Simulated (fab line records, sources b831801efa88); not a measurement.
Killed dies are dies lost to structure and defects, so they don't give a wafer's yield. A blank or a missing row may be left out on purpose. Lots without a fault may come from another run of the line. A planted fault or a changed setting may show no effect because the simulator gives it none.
One fault seen from 2 desks | flow sky130 | each desk has only its own numbers; what lay behind them comes last

THE METROLOGY DESK
What the gauges read, lot by lot, whatever tool the lot ran on: means of the sampled wafers that have a number. A lot is out of limits, marked OUT, if its mean lies more than 4 standard deviations from the usual mean; the brackets give that distance.
Columns: A = POLY_GATE_CVD_00_THK at SKY_POLY_GATE_THK_MEAS_01, usual 180.9 nm; B = LDD_P_OVL at SKY_LDD_P_OVL_MEAS_08, usual -0.8 nm
lot  | first seen here | A               | B
L314 | day 15 01:38    | 179.8           | 2.7
L315 | day 15 06:40    | 178.1           | -1.7
L316 | day 15 08:22    | 182.9           | 2.3
L318 | day 15 16:45    | 179.5           | -3.0
L320 | day 16 16:02    | 180.1           | -0.6
L322 | day 17 06:46    | 180.8           | -1.1
L321 | day 17 06:47    | 182.5           | -2.2
L325 | day 18 04:37    | 180.7           | -0.3
L329 | day 20 02:58    | 126.9 (-28) OUT | -2.6
L330 | day 20 11:31    | 127.5 (-28) OUT | 1.7
L331 | day 20 16:39    | 132.1 (-26) OUT | -1.1
This desk's finding: out of limits on L329, L330, L331; first on L329, day 20 02:58 (POLY_GATE_CVD_00_THK at SKY_POLY_GATE_THK_MEAS_01). In limits: L314, L315, L316, L318, L320, L322, L321, L325.

THE TOOL OWNER'S DESK: lpcvd-01
The tool's own readings at SKY_POLY_GATE_CVD_00 (deposits poly-Si, target thk 180 nm, time 720 s): means of the sampled wafers that have a number, for each lot that ran on this tool. A lot is out of limits, marked OUT, if its mean lies more than 4 standard deviations from the usual mean; the brackets give that distance.
Columns: A = pressure_mtorr at SKY_POLY_GATE_CVD_00, usual 200.0 mTorr; B = spike_tc_top_C at SKY_POLY_GATE_CVD_00, usual 636 C
lot  | first seen here | A                       | B
L314 | day 15 00:26    | 200.6                   | 641
L315 | day 15 05:28    | 199.9                   | 641
L316 | day 15 07:10    | 199.8                   | 633
L318 | day 15 15:33    | 199.6                   | 642
L320 | day 16 14:50    | 199.7                   | 634
L321 | day 17 04:58    | 200.2                   | 642
L322 | day 17 04:58    | 200.2                   | 641
L325 | day 18 02:49    | 200.1                   | 632
L329 | day 20 01:45    | 99.9 (-99 or more) OUT  | 633
L330 | day 20 10:18    | 100.3 (-99 or more) OUT | 641
L331 | day 20 14:51    | 99.7 (-99 or more) OUT  | 642
This desk's finding: out of limits on L329, L330, L331; first on L329, day 20 01:45 (pressure_mtorr at SKY_POLY_GATE_CVD_00). In limits: L314, L315, L316, L318, L320, L321, L322, L325.

PUT TOGETHER
The tool owner's desk could have raised an alarm at day 20 01:45, on L329, L330, L331.
The metrology desk could have raised an alarm at day 20 02:58, on L329, L330, L331.
Of the lots named, all ran SKY_POLY_GATE_CVD_00 on lpcvd-01.

WHAT THE SIMULATOR HAD PUT IN
Process parameter drift: lpcvd-01, from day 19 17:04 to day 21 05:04, at SKY_POLY_GATE_CVD_00. Setting pressure_mtorr, moved by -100, from 200.
Lots struck among those shown: L329, L330, L331.
Hours from the fault's start to each desk's first reading out of limits: the tool owner's desk, 9; the metrology desk, 10.
